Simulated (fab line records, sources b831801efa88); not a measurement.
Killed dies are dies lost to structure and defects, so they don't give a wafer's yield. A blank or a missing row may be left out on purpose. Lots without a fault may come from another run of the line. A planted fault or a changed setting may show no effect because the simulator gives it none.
A struck lot beside a sound one | flow sky130 | 15 steps out of a route of 708
Sound: wafers L684.2, L684.3, L684.5. Struck: wafers L688.1, L688.3, L688.4. The cause comes at the end.
At each step with rows: each side's tool, then ch and its chambers, then its first start. Under that, the readings that differ: sound wafers | struck wafers | difference of the means | sigmas: that difference in standard deviations of wafers without a fault.
alike: readings whose means differ by less than 2 such deviations, and words and numbers that are the same on both sides. not compared: withheld readings, readings that some wafer has no value for, bounds like >300 that may hide the same value, and numbers for which the record gives no deviation and whose values overlap.
The two part at a step that has a row with sigmas, a row that says differs or no value, or rows on one side only. Numbers that don't overlap but have no deviation are shown without sigmas and don't part them. A reading that every wafer of one side lacks parts them only if that side has two wafers or more.

first, 4 steps without rows for these wafers: SKY_DNWELL_EXPOSE_04 (exposes mask DNM, target cd 3000 nm); SKY_DNWELL_PEB_05; SKY_DNWELL_DEVELOP_06 (develop time 60 s); SKY_DNWELL_IMPLANT_07.
SKY_DNWELL_STRIP_08: strips in O2/N2.
  sound on plasma_asher-01 ch 0,1, day 3 01:08; struck on plasma_asher-01 ch 0,1, day 4 01:20
  alike: chamber_pressure_mTorr, drypump_motor_current_A, oes_product_au, strip_time_to_endpoint_s
  not compared: rf_hours_counter_h
SKY_DNWELL_TW_MEAS_09:
  sound on film_metro-01, day 3 01:15; struck on film_metro-04, day 4 01:28
  alike: DNWELL_TW
then, 6 steps without rows for these wafers: SKY_PWDE_DEHYDRATE_00 (time 60 s); SKY_PWDE_HMDS_01 (prime time 60 s); SKY_PWDE_COAT_02 (resist thk 3000 nm); SKY_PWDE_SOFTBAKE_03; SKY_PWDE_EXPOSE_04 (exposes mask PWDEM, target cd 840 nm); SKY_PWDE_PEB_05.
SKY_PWDE_DEVELOP_06: develop time 60 s.
  sound on litho_track-03 ch 0, day 3 15:00; struck on litho_track-01 ch 0, day 4 17:00
  reading              | sound             | struck            | difference | sigmas
  developer_temp_C (C) | 23.10 23.08 23.08 | 24.03 23.90 23.86 | +0.84      | +8
  alike: exhaust_pa
SKY_PWDE_OVL_MEAS_07:
  sound on overlay-02, day 3 15:56; struck on overlay-01, day 4 17:47
  alike: PWDE_OVL
then, 1 step without rows for these wafers: SKY_PAD_OPEN_PROBE_99.

WHERE THEY PART
Only at SKY_PWDE_DEVELOP_06, within this record. Later steps at which nothing parts them and some readings are alike: SKY_PWDE_OVL_MEAS_07.

WHY: what the simulator had put in
Process parameter drift: litho_track-01, from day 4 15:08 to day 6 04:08, at SKY_PWDE_DEVELOP_06. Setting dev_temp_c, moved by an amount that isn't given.
